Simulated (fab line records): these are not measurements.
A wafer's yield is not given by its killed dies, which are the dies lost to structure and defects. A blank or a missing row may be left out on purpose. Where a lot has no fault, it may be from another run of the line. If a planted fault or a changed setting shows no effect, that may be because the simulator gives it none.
Problem report, 8D (eight disciplines) form, completed by code + flow sky130 + the parts of the form that need people (team, actions taken, sign-off) are left out

## 1. WHAT IS WRONG
At SKY_PAD_OPEN_DEVELOP_06, developerTempC averages 23.96 C over 9 wafers from 3 lots, while fault-free wafers read 22.99 C, standard deviation 0.097. Relative to the usual mean, that is a shift of +10 standard deviations.
The step: develop time 60 s.
First observed at day 46 10:00: wafer L773.3, on lithoTrack-03. The record has a number at this step for 39 wafers belonging to 13 lots. By rule, "out" or "out of limits" means more than 4 standard deviations away from the usual mean. Any other wafer with a number is counted as sound.

## 2. WHAT THIS IS AND IS NOT
| question                    | is                     | is not                                                                                                        |
|-----------------------------|------------------------|---------------------------------------------------------------------------------------------------------------|
| which readings at this step | developerTempC         | -                                                                                                             |
| which lots                  | L773, L774, L777       | L770, L771, L775, L783, L784, L785, L787, L788, L790, L791                                                    |
| which wafers of those lots  | all that have a number | -                                                                                                             |
| read on which tools         | lithoTrack-03          | lithoTrack-01, lithoTrack-02                                                                                  |
| when                        | from day 46 10:00      | up to then (6 sound wafers); but 24 sound wafers of L775, L783, L784, L785, L787, L788, L790, L791 came after |

## 3. SUSPECTS, AND WHAT RULES EACH OUT
Counting: a tool at a process step up to the reading stays a suspect if it ran every lot that is out and no sound lot after the first of them.
- lithoTrack-03 at SKY_PAD_OPEN_DEVELOP_06 (develop time 60 s): ruled out as a lasting fault. Sound lots L788, L790 ran on it after its first lot that is out, L773 (day 46 10:00).
Left after counting: nothing in the record.

## 4. THE CAUSE (what the simulator had put in)
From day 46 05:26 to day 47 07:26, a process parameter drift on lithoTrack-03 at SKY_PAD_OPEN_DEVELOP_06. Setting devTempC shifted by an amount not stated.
Counting ruled it out, wrongly.

## 5. THE CHAIN OF EFFECTS, in route order
One row per reading whose mean, taken over the struck wafers that have a number, lies over 3 standard deviations from the usual. Only readings for which the record gives a usual standard deviation are gone through. hours: the time from each lot's start at the first step in this table that gives one to its start at this step, as a median over the lots. sigmas: the change in usual standard deviations.
| hours | step                    | reading        | usual   | on struck wafers | change | sigmas |
|-------|-------------------------|----------------|---------|------------------|--------|--------|
| 0     | SKY_PAD_OPEN_DEVELOP_06 | developerTempC | 22.99 C | 23.96            | +0.97  | +10    |
It contains these process steps:
- SKY_PAD_OPEN_DEVELOP_06: develop time 60 s.

## 6. HOW IT WOULD HAVE BEEN CAUGHT EARLIER
In this record the first reading out of limits was taken at day 46 10:00, 5 hours after the fault began at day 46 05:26.
